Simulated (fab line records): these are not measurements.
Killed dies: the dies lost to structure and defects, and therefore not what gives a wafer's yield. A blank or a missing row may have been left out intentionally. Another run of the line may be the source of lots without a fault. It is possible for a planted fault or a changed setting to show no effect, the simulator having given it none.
Which tool is to blame? -- flow gf180mcu -- 7 lots, 21 wafers sampled, at 2 steps of a route of 602

WHAT THE GAUGES READ, wafer by wafer
GF_LVPWELL_OVL_MEAS_07.
lot,measured,on,LVPWELL_OVL (nm)
L818,day 4 04:20,overlay-01,-1.1 -1.7 -2.2
L824,day 5 11:35,overlay-02,-0.5 0.9 -1.4
L830,day 6 22:52,overlay-01,-0.1 1.9 1.0
L832,day 7 09:16,overlay-01,0.4 -0.5 -2.0
L834,day 7 20:07,overlay-01,-0.7 -1.7 -1.2
L836,day 8 07:10,overlay-01,-0.6 -2.1 -0.3
L840,day 9 07:43,overlay-01,0.8 1.5 2.0

WHAT TOOL EACH LOT RAN ON (gives the tool, then ch and the chambers of the sampled wafers, and finally the start)
lot,GF_NWELL_STRIP_10
L818,"plasma-asher-02 ch 0,1, day 3 15:08"
L824,"plasma-asher-03 ch 0,1, day 4 21:53"
L830,"plasma-asher-02 ch 0,1, day 6 07:13"
L832,"plasma-asher-04 ch 0,1, day 6 17:26"
L834,"plasma-asher-04 ch 0,1, day 7 04:16"
L836,"plasma-asher-04 ch 0,1, day 7 15:19"
L840,"plasma-asher-02 ch 0,1, day 8 15:14"
- GF_NWELL_STRIP_10: strips in O2/N2.

THE ANSWER, worked out from the rows above alone
Rule: the lots themselves supply what counts as usual. Put in order of their means at a reading, lots are off if they are a third of the lots or fewer, leave a main group of 4 or more, and stand apart from it by a gap of 3 or more times the standard deviation of the main group's means; of several such gaps the widest counts. The tables above print the reading to a certain number of digits; a main group whose means all agree to those digits is not used. Also off: a lot with no number at a reading for which 4 or more lots have one. The other lots that the step has rows for count as sound.
No lot is off at any reading shown: from this, nothing can be told.

WHAT THE SIMULATOR HAD PUT IN
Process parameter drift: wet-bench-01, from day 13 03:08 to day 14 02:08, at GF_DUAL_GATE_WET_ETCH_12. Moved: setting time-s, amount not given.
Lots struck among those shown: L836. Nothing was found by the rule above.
